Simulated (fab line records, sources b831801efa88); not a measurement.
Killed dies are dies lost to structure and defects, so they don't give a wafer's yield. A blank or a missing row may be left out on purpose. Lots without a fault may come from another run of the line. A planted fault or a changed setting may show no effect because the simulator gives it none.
One fault seen from 2 desks | flow gf180mcu | each desk has only its own numbers; what lay behind them comes last

THE TOOL OWNER'S DESK: wet_bench-02
The tool's own readings at GF_CONTACT_CLEAN_21 (cleans in dHF, time 20 s): means of the sampled wafers that have a number, for each lot that ran on this tool. A lot is out of limits, marked OUT, if its mean lies more than 4 standard deviations from the usual mean; the brackets give that distance.
Columns: A = run_length_s at GF_CONTACT_CLEAN_21, usual 49.0 s
lot  | first seen here | A
L775 | day 16 16:51    | 47.1
L777 | day 17 07:44    | 46.1
L782 | day 19 15:26    | 50.7
L785 | day 20 18:00    | 46.1
L796 | day 24 02:57    | 33.1 (-7.2) OUT
This desk's finding: out of limits on L796; first on L796, day 24 02:57 (run_length_s at GF_CONTACT_CLEAN_21). In limits: L775, L777, L782, L785.

THE METROLOGY DESK
What the gauges read, lot by lot, whatever tool the lot ran on: means of the sampled wafers that have a number. A lot is out of limits, marked OUT, if its mean lies more than 4 standard deviations from the usual mean; the brackets give that distance.
Columns: A = CONTACT_CVD_00_THK at GF_CONTACT_THK_MEAS_01, usual 299 nm
lot  | first seen here | A
L774 | day 15 05:41    | 302
L775 | day 15 17:40    | 304
L777 | day 16 08:15    | 295
L778 | day 16 17:05    | 299
L779 | day 17 09:52    | 299
L781 | day 18 04:16    | 301
L782 | day 18 13:23    | 303
L783 | day 18 20:58    | 295
L784 | day 19 07:47    | 300
L785 | day 19 16:54    | 295
L786 | day 20 03:28    | 303
L788 | day 21 00:59    | 299
L796 | day 23 03:23    | 297
This desk's finding: nothing out of limits on any of the 13 lots.

PUT TOGETHER
The tool owner's desk could have raised an alarm at day 24 02:57, on L796.
The metrology desk saw nothing out of limits.
The metrology desk has L796 on record, within its limits.
Of the lots named, all ran GF_CONTACT_CLEAN_21 on wet_bench-02.

WHAT THE SIMULATOR HAD PUT IN
Process parameter drift: wet_bench-02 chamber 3, from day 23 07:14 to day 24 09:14, at GF_CONTACT_CLEAN_21. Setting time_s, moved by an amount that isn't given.
Lots struck among those shown: L796.
Hours from the fault's start to each desk's first reading out of limits: the tool owner's desk, 20.
